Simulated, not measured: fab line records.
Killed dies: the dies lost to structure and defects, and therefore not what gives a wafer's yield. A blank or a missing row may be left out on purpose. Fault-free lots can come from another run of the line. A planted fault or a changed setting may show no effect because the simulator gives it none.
2 desks, one fault / flow sky130 / what lay behind the numbers comes last; until then each desk has only its own

## METROLOGY DESK
What the gauges read, lot by lot, whatever tool the lot ran on: means of the sampled wafers that have a number. Marked OUT: a lot whose mean sits more than 4 standard deviations from the usual mean, which makes it out of limits; the brackets give that distance.
Columns: A = SPACER_CVD_00_THK at SKY_SPACER_THK_MEAS_01, usual 43.2 nm; B = cdNm at SKY_SD_N_CD_MEAS_07, usual 380.0 nm; C = SD_N_OVL at SKY_SD_N_OVL_MEAS_08, usual 0.5 nm
lot=L360; first seen here=day 23 12:09; A=43.2; B=382.7; C=-2.3
lot=L362; first seen here=day 24 07:31; A=43.6; B=382.6; C=0.7
lot=L366; first seen here=day 25 20:22; A=43.5; B=379.4; C=-0.4
lot=L367; first seen here=day 26 05:28; A=43.5; B=377.2; C=-1.6
lot=L368; first seen here=day 26 13:28; A=43.2; B=379.7; C=1.4
lot=L374; first seen here=day 28 13:21; A=42.9; B=382.2; C=1.3
lot=L376; first seen here=day 29 00:37; A=42.7; B=381.3; C=2.2
lot=L377; first seen here=day 29 14:16; A=43.5; B=378.5; C=0.9
lot=L378; first seen here=day 29 19:41; A=42.7; B=377.8; C=0.9
lot=L380; first seen here=day 30 10:52; A=43.1; B=379.0; C=0.3
lot=L381; first seen here=day 30 14:59; A=43.3; B=381.2; C=-0.3
lot=L382; first seen here=day 30 23:55; A=42.7; B=382.1; C=-0.4
This desk's finding: nothing out of limits on any of the 12 lots.

## THE TOOL OWNER'S DESK: lithoTrack-01
The tool's own readings at SKY_RES_XHIGH_COAT_02 (resist thk 1140 nm): means of the sampled wafers that have a number, for each lot that ran on this tool. Marked OUT: a lot whose mean sits more than 4 standard deviations from the usual mean, which makes it out of limits; the brackets give that distance.
Columns: A = chillPlateTempC at SKY_RES_XHIGH_COAT_02, usual 23.01 C; B = resistLineTempC at SKY_RES_XHIGH_COAT_02, usual 22.98 C; C = spinSpeedRpm at SKY_RES_XHIGH_COAT_02, usual 2999.7 rpm
lot=L360; first seen here=day 26 14:31; A=22.94; B=22.94; C=3000.6
lot=L362; first seen here=day 27 10:52; A=23.04; B=22.86; C=2998.4
lot=L366; first seen here=day 28 21:37; A=22.88; B=23.09; C=2514.9 (-99 or more) OUT
lot=L368; first seen here=day 29 12:47; A=22.99; B=23.00; C=2514.3 (-99 or more) OUT
lot=L377; first seen here=day 32 12:04; A=22.80; B=22.96; C=3000.1
lot=L381; first seen here=day 33 12:46; A=23.09; B=22.84; C=2999.0
Finding of this desk: L366, L368 out of limits; the first was L366 at day 28 21:37, on spinSpeedRpm at SKY_RES_XHIGH_COAT_02. L360, L362, L377, L381 stayed within limits.

## BROUGHT TOGETHER
The tool owner's desk could have raised an alarm at day 28 21:37, on L366, L368.
At the metrology desk, nothing out of limits was observed.
The metrology desk holds a record of L366, L368, inside its limits.
All the named lots went through SKY_RES_XHIGH_COAT_02 on lithoTrack-01.

## WHAT HAD BEEN PUT IN BY THE SIMULATOR
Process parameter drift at SKY_RES_XHIGH_COAT_02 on lithoTrack-01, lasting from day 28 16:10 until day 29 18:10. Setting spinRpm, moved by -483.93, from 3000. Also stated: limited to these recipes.
Lots struck among those shown: L366, L368.
Hours from the fault's start to each desk's first reading out of limits: the tool owner's desk, 5.
